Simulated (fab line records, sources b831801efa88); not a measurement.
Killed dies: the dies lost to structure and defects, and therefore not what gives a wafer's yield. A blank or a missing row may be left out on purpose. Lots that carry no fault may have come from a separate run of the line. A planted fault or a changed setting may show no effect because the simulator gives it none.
fab line records -- flow sky130
[record] lots = 12, wafers = 35, lastDay = 50
route steps=708 shown VT_ADJUST_HVTR@138 VT_ADJUST_PCH@152 GATE_OXIDE@194
lots untouched by any fault: they come from a run of this same line in which no faults occurred
startH: hours from the record's first day to the start of the lot's first wafer shown -- waitH: how many hours have passed since the lot's step before this one -- " as in the row above -- L1.1+2: several wafers, shown together as one row -- - no value, or no start given -- * or withheld: withheld -- < > ~ a bound
route shown NAME@n: a module of which the file shows steps, and the number in the route of the first -- usual: mean and standard deviation over wafers with no fault -- same: alike in all rows -- chamber/n: place in a boat -- sites: the reading at each site -- _std_site: standard deviation of those values -- _edge_site: the outer-site mean with the inner-site mean subtracted -- radiusMm: how far each site lies from the wafer's centre -- mask NAME#n: copy n -- behind: tool/chamber where the wafer was last shaped -- hold: the reason the lot was held/the length of the hold in hours/how it ended -- device: transistor that didn't switch, given as n, p or np -- end of line: tests of these same wafers at the route's end -- a step with no rows: only its recipe -- killed: not the wafer's yield, but the dies lost to structure and defects at the first sort -- map: dies across one wafer; x = killed, . = not, _ = none there
set.NAME: the setting that was run; set.NAME@STEP: the one run at that earlier step -- model.NAME: the simulator's own value behind a step, which no gauge read
a sample of lots followed through the steps of the route, with each step as a table and each wafer as a row
services: when a tool's chamber went out of use (startH, in hours from the record's first day, below 0 if earlier), for how many hours, and the reason
[[steps]]
[step SKY_VT_ADJUST_HVTR_CD_MEAS_07]
[recipe] targetCdNm = 380
[usual] cdNm = 379.8/2.2
lot.wafer,tool,chamber,startH,waitH,cdNm
L710.1,cdSem-01,-,209.63,0.1,384.2
L710.4,cdSem-01,-,209.63,0.1,381.7
L710.5,cdSem-01,-,209.63,0.1,382.9
L713.1,cdSem-01,-,233.92,0.1,379.8
L713.2,cdSem-01,-,233.92,0.1,381.7
L713.5,cdSem-01,-,233.92,0.1,380.1
L714.2,cdSem-01,-,237.69,0.1,382.9
L714.3,cdSem-01,-,237.69,0.1,381.3
L714.5,cdSem-01,-,237.69,0.1,382.6
L716.2,cdSem-01,-,250.61,0.1,380.0
L716.3,cdSem-01,-,250.61,0.1,378.6
L716.4,cdSem-01,-,250.61,0.1,379.7
L717.2,cdSem-01,-,260.61,0.1,381.0
L717.3,cdSem-01,-,260.61,0.1,381.1
L717.6,cdSem-01,-,260.61,0.1,380.1
L718.2,cdSem-02,-,269.25,0.1,381.0
L718.3,cdSem-02,-,269.25,0.1,378.9
L718.6,cdSem-02,-,269.25,0.1,379.7
L719.1,cdSem-02,-,276.07,0.1,376.8
L719.2,cdSem-02,-,276.07,0.1,378.9
L719.5,cdSem-02,-,276.07,0.1,380.1
L720.1,cdSem-01,-,282.43,0.1,377.2
L720.5,cdSem-01,-,282.43,0.1,379.1
L720.6,cdSem-01,-,282.43,0.1,376.1
L721.5,cdSem-01,-,292.96,0.1,381.0
L721.6,cdSem-01,-,292.96,0.1,384.1
L725.1,cdSem-01,-,325.22,0.1,380.6
L725.2,cdSem-01,-,325.22,0.1,381.3
L725.5,cdSem-01,-,325.22,0.1,383.4
L731.1,cdSem-01,-,366.37,0.1,378.2
L731.3,cdSem-01,-,366.37,0.1,377.8
L731.4,cdSem-01,-,366.37,0.1,378.6
L732.2,cdSem-02,-,373.30,0.1,376.9
L732.5,cdSem-02,-,373.30,0.1,376.3
L732.6,cdSem-02,-,373.30,0.1,376.1
[step SKY_VT_ADJUST_HVTR_OVL_MEAS_08]
[usual] VT_ADJUST_HVTR_OVL = -0.2/1.5
lot.wafer,tool,chamber,startH,waitH,VT_ADJUST_HVTR_OVL[nm]
L710.1,overlay-02,-,209.75,0.1,2.5
L710.4,overlay-02,-,209.75,0.1,-0.2
L710.5,overlay-02,-,209.75,0.1,1.3
L713.1,overlay-02,-,234.04,0.1,-0.9
L713.2,overlay-02,-,234.04,0.1,-1.5
L713.5,overlay-02,-,234.04,0.1,-1.0
L714.2,overlay-01,-,237.80,0.1,0.9
L714.3,overlay-01,-,237.80,0.1,0.7
L714.5,overlay-01,-,237.80,0.1,-1.3
L716.2,overlay-01,-,250.71,0.1,-0.2
L716.3,overlay-01,-,250.71,0.1,-2.9
L716.4,overlay-01,-,250.71,0.1,-1.2
L717.2,overlay-01,-,260.71,0.1,-1.0
L717.3,overlay-01,-,260.71,0.1,-0.7
L717.6,overlay-01,-,260.71,0.1,-1.4
L718.2,overlay-02,-,269.36,0.1,-1.8
L718.3,overlay-02,-,269.36,0.1,0.0
L718.6,overlay-02,-,269.36,0.1,-0.2
L719.1,overlay-01,-,276.19,0.1,-3.5
L719.2,overlay-01,-,276.19,0.1,-2.7
L719.5,overlay-01,-,276.19,0.1,-4.2
L720.1,overlay-02,-,282.55,0.1,1.5
L720.5,overlay-02,-,282.55,0.1,1.6
L720.6,overlay-02,-,282.55,0.1,3.5
L721.5,overlay-02,-,293.02,0.0,-0.1
L721.6,overlay-02,-,293.02,0.0,0.7
L725.1,overlay-01,-,325.34,0.1,0.0
L725.2,overlay-01,-,325.34,0.1,-0.5
L725.5,overlay-01,-,325.34,0.1,0.3
L731.1,overlay-02,-,366.49,0.1,4.4
L731.3,overlay-02,-,366.49,0.1,0.9
L731.4,overlay-02,-,366.49,0.1,1.2
L732.2,overlay-02,-,373.41,0.1,-0.2
L732.5,overlay-02,-,373.41,0.1,-3.0
L732.6,overlay-02,-,373.41,0.1,-1.3
[step SKY_VT_ADJUST_PCH_STRIP_09]
[recipe] chemistry = O2/N2, powerW = 1400, pressureMtorr = 1500, platenTempC = withheld, o2FlowSccm = 3000, n2FlowSccm = 300, overashFraction = 0.5
[usual] drypumpMotorCurrentA = 5.6/0.35, oesProductAu = 0.722/0.004, stripTimeToEndpointS = 36.95/0.077
lot.wafer,tool,chamber,startH,waitH,drypumpMotorCurrentA,oesProductAu,rfHoursCounterH,stripTimeToEndpointS
L710.1,plasmaAsher-02,0,231.89,0.1,5.3,0.718,54,36.93
L710.4,plasmaAsher-02,1,231.89,0.1,6.1,0.722,-,36.91
L710.5,plasmaAsher-02,1,231.89,0.1,6.1,0.716,-,37.00
L713.1,plasmaAsher-02,1,258.12,0.1,6.1,0.717,56,36.93
L713.2,plasmaAsher-02,0,258.12,0.1,5.3,0.721,56,37.11
L713.5,plasmaAsher-02,1,258.12,0.1,6.1,0.726,-,37.07
L714.2,plasmaAsher-02,0,262.37,0.1,5.3,0.716,57,36.93
L714.3,plasmaAsher-02,1,262.37,0.1,6.1,0.724,-,36.86
L714.5,plasmaAsher-02,0,262.37,0.1,5.3,0.718,-,36.99
L716.2,plasmaAsher-04,1,275.57,0.1,5.9,0.727,16,36.91
L716.3,plasmaAsher-04,1,275.57,0.1,5.9,0.722,-,36.90
L716.4,plasmaAsher-04,0,275.57,0.1,5.7,0.728,-,36.98
L717.2,plasmaAsher-04,0,286.12,0.1,5.7,0.721,17,36.98
L717.3,plasmaAsher-04,1,286.12,0.1,5.9,0.728,-,37.01
L717.6,plasmaAsher-04,0,286.12,0.1,5.7,0.718,-,37.04
L718.2,plasmaAsher-01,0,294.71,0.1,5.1,0.722,48,36.84
L718.3,plasmaAsher-01,0,294.71,0.1,5.1,0.727,-,37.06
L718.6,plasmaAsher-01,0,294.71,0.1,5.1,0.722,-,36.94
L719.1,plasmaAsher-02,1,301.37,0.1,6.1,0.721,60,37.09
L719.2,plasmaAsher-02,0,301.37,0.1,5.3,0.718,60,37.09
L719.5,plasmaAsher-02,0,301.37,0.1,5.3,0.726,-,36.99
L720.1,plasmaAsher-01,0,308.29,0.1,5.1,0.718,49,36.90
L720.5,plasmaAsher-01,1,308.29,0.1,5.7,0.721,-,36.93
L720.6,plasmaAsher-01,0,308.29,0.1,5.1,0.722,-,36.95
L721.5,plasmaAsher-01,0,319.04,0.1,5.1,0.722,-,36.87
L721.6,plasmaAsher-01,1,319.04,0.1,5.7,0.722,-,37.02
L725.1,plasmaAsher-02,0,353.17,0.1,5.3,0.722,65,36.97
L725.2,plasmaAsher-02,1,353.17,0.1,6.1,0.728,65,36.99
L725.5,plasmaAsher-02,1,353.17,0.1,6.1,0.722,-,36.96
L731.1,plasmaAsher-01,0,396.07,0.1,5.1,0.724,59,36.98
L731.3,plasmaAsher-01,1,396.07,0.1,5.7,0.726,-,36.89
L731.4,plasmaAsher-01,0,396.07,0.1,5.1,0.728,-,37.03
L732.2,plasmaAsher-01,1,403.35,0.1,5.7,0.720,60,36.88
L732.5,plasmaAsher-01,0,403.35,0.1,5.1,0.719,-,36.91
L732.6,plasmaAsher-01,1,403.35,0.1,5.7,0.733,-,36.84
[step SKY_GATE_OXIDE_EXPOSE_07]
[recipe] maskId = LVOM, na = 0.6, sourceShape = conventional, sigmaOuter = 0.6, polarization = unpolarized, targetCdNm = 600, doseMj = 170
lot.wafer,tool,chamber,startH,waitH,mask
L710.1+4+5,ilineStepper-02,0,301.78,-,LVOM#0
L713.1+2+5,ilineStepper-01,0,334.58,-,LVOM#0
L714.2+3+5,ilineStepper-02,0,338.63,-,LVOM#0
L716.2+3+4,ilineStepper-02,0,352.64,-,LVOM#0
L717.2+3+6,ilineStepper-02,0,360.30,-,LVOM#0
L718.2+3+6,ilineStepper-01,0,370.54,-,LVOM#0
L719.1+2+5,ilineStepper-02,0,375.90,-,LVOM#0
L720.1+5+6,ilineStepper-02,0,387.32,-,LVOM#0
L721.5+6,ilineStepper-02,0,400.11,-,NWM#0
L725.1+2+5,ilineStepper-02,0,435.70,-,LVOM#0
L731.1+3+4,ilineStepper-02,0,482.07,-,LVOM#0
L732.2+5+6,ilineStepper-02,0,487.21,-,LVOM#0
[step SKY_GATE_OXIDE_OVL_MEAS_10]
[usual] GATE_OXIDE_OVL = -1.3/1.3
lot.wafer,tool,chamber,startH,waitH,GATE_OXIDE_OVL[nm]
L710.1,overlay-01,-,315.29,0.1,-2.3
L710.4,overlay-01,-,315.29,0.1,-1.2
L710.5,overlay-01,-,315.29,0.1,-2.5
L713.1,overlay-01,-,347.19,0.1,-0.1
L713.2,overlay-01,-,347.19,0.1,-1.8
L713.5,overlay-01,-,347.19,0.1,0.5
L714.2,overlay-01,-,351.23,0.1,-1.6
L714.3,overlay-01,-,351.23,0.1,-0.8
L714.5,overlay-01,-,351.23,0.1,-0.6
L716.2,overlay-01,-,366.08,0.1,-2.5
L716.3,overlay-01,-,366.08,0.1,-1.9
L716.4,overlay-01,-,366.08,0.1,-2.6
L717.2,overlay-02,-,374.88,0.1,-1.0
L717.3,overlay-02,-,374.88,0.1,0.3
L717.6,overlay-02,-,374.88,0.1,-1.4
L718.2,overlay-01,-,384.24,0.1,0.2
L718.3,overlay-01,-,384.24,0.1,-1.0
L718.6,overlay-01,-,384.24,0.1,0.3
L719.1,overlay-01,-,390.22,0.1,-0.2
L719.2,overlay-01,-,390.22,0.1,-1.2
L719.5,overlay-01,-,390.22,0.1,-1.8
L720.1,overlay-02,-,401.23,0.1,-2.9
L720.5,overlay-02,-,401.23,0.1,-2.1
L720.6,overlay-02,-,401.23,0.1,-2.9
L721.5,overlay-02,-,414.80,0.0,-
L721.6,overlay-02,-,414.80,0.0,-
L725.1,overlay-01,-,451.08,0.1,-0.6
L725.2,overlay-01,-,451.08,0.1,-2.1
L725.5,overlay-01,-,451.08,0.1,-1.0
L731.1,overlay-01,-,497.57,0.1,-0.9
L731.3,overlay-01,-,497.57,0.1,-1.8
L731.4,overlay-01,-,497.57,0.1,-2.1
L732.2,overlay-01,-,501.83,0.1,-2.7
L732.5,overlay-01,-,501.83,0.1,-3.0
L732.6,overlay-01,-,501.83,0.1,-2.4
[step SKY_GATE_OXIDE_TW_MEAS_14]
[usual] GATE_OXIDE_TW = 223.1/1.6
lot.wafer,tool,chamber,startH,waitH,hold,GATE_OXIDE_TW
L710.1,filmMetro-04,-,315.68,0.1,-,221.7
L710.4,filmMetro-04,-,315.68,0.1,-,223.7
L710.5,filmMetro-04,-,315.68,0.1,-,221.6
L713.1,filmMetro-04,-,347.68,0.1,-,224.0
L713.2,filmMetro-04,-,347.68,0.1,-,223.5
L713.5,filmMetro-04,-,347.68,0.1,-,223.6
L714.2,filmMetro-02,-,351.62,0.1,-,224.0
L714.3,filmMetro-02,-,351.62,0.1,-,221.8
L714.5,filmMetro-02,-,351.62,0.1,-,223.2
L716.2,filmMetro-02,-,366.47,0.1,-,224.8
L716.3,filmMetro-02,-,366.47,0.1,-,224.2
L716.4,filmMetro-02,-,366.47,0.1,-,226.0
L717.2,filmMetro-02,-,375.27,0.1,-,225.7
L717.3,filmMetro-02,-,375.27,0.1,-,224.7
L717.6,filmMetro-02,-,375.27,0.1,-,224.5
L718.2,filmMetro-04,-,384.64,0.1,-,220.1
L718.3,filmMetro-04,-,384.64,0.1,-,222.3
L718.6,filmMetro-04,-,384.64,0.1,-,220.1
L719.1,filmMetro-02,-,390.61,0.1,-,223.9
L719.2,filmMetro-02,-,390.61,0.1,-,224.3
L719.5,filmMetro-02,-,390.61,0.1,-,225.5
L720.1,filmMetro-01,-,401.62,0.1,-,223.6
L720.5,filmMetro-01,-,401.62,0.1,-,222.8
L720.6,filmMetro-01,-,401.62,0.1,-,224.5
L721.5,filmMetro-04,-,415.21,0.0,awaitDispo/0.2h/release,29.6
L721.6,filmMetro-04,-,415.21,0.0,awaitDispo/0.2h/release,29.7
L721.5,filmMetro-04,-,415.44,0.2,-,29.7
L721.6,filmMetro-04,-,415.44,0.2,-,29.7
L725.1,filmMetro-01,-,451.47,0.1,-,221.6
L725.2,filmMetro-01,-,451.47,0.1,-,222.7
L725.5,filmMetro-01,-,451.47,0.1,-,222.6
L731.1,filmMetro-01,-,497.96,0.1,-,221.9
L731.3,filmMetro-01,-,497.96,0.1,-,221.6
L731.4,filmMetro-01,-,497.96,0.1,-,222.2
L732.2,filmMetro-02,-,502.22,0.1,-,220.6
L732.5,filmMetro-02,-,502.22,0.1,-,221.0
L732.6,filmMetro-02,-,502.22,0.1,-,221.0
[[services]]
tool,chamber,startH,hours,kind
ilineStepper-01,-,263.81,7.5,repair
plasmaAsher-02,-,266.38,7.5,repair
plasmaAsher-01,-,279.79,3.9,repair
ilineStepper-02,-,303.25,1.7,pm
ilineStepper-01,-,320.11,1.7,pm
plasmaAsher-04,-,320.83,0.8,repair
ilineStepper-01,0,344.72,-,calibration
ilineStepper-02,0,355.16,-,calibration
plasmaAsher-02,-,388.98,14.6,pm
plasmaAsher-04,-,401.68,2.8,pm
plasmaAsher-02,-,421.25,9.0,pm
plasmaAsher-02,0,421.25,9.0,ventCycle
plasmaAsher-02,1,421.25,9.0,ventCycle
ilineStepper-02,-,421.40,0.6,repair
plasmaAsher-02,0,430.25,-,clean
plasmaAsher-02,1,430.25,-,clean
[[key]]
[firstSign] step = SKY_GATE_OXIDE_EXPOSE_07, reading = mask, direction = changed
[effect] step = SKY_GATE_OXIDE_OVL_MEAS_10, reading = GATE_OXIDE_OVL, direction = missing
[effect] step = SKY_GATE_OXIDE_TW_MEAS_14, reading = visit, direction = added
[effect] step = SKY_GATE_OXIDE_TW_MEAS_14, reading = GATE_OXIDE_TW, direction = down, sigmas = 99+, usual = 223.1, struck = 29.7
metAt SKY_GATE_OXIDE_EXPOSE_07
struckLots L721
scrappedBehind SKY_GATE_OXIDE_TW_MEAS_14 L721.5,L721.6
notActingAt SKY_VT_ADJUST_HVTR_CD_MEAS_07,SKY_VT_ADJUST_HVTR_OVL_MEAS_08,SKY_VT_ADJUST_PCH_STRIP_09
onsetBetween 387.32 400.11
[fault] kind = wrongMask, tool = any, chamber = -, onsetH = 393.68, steps = SKY_GATE_OXIDE_EXPOSE_07, auxCopy = NWM#0, scope = struckLotsOnly
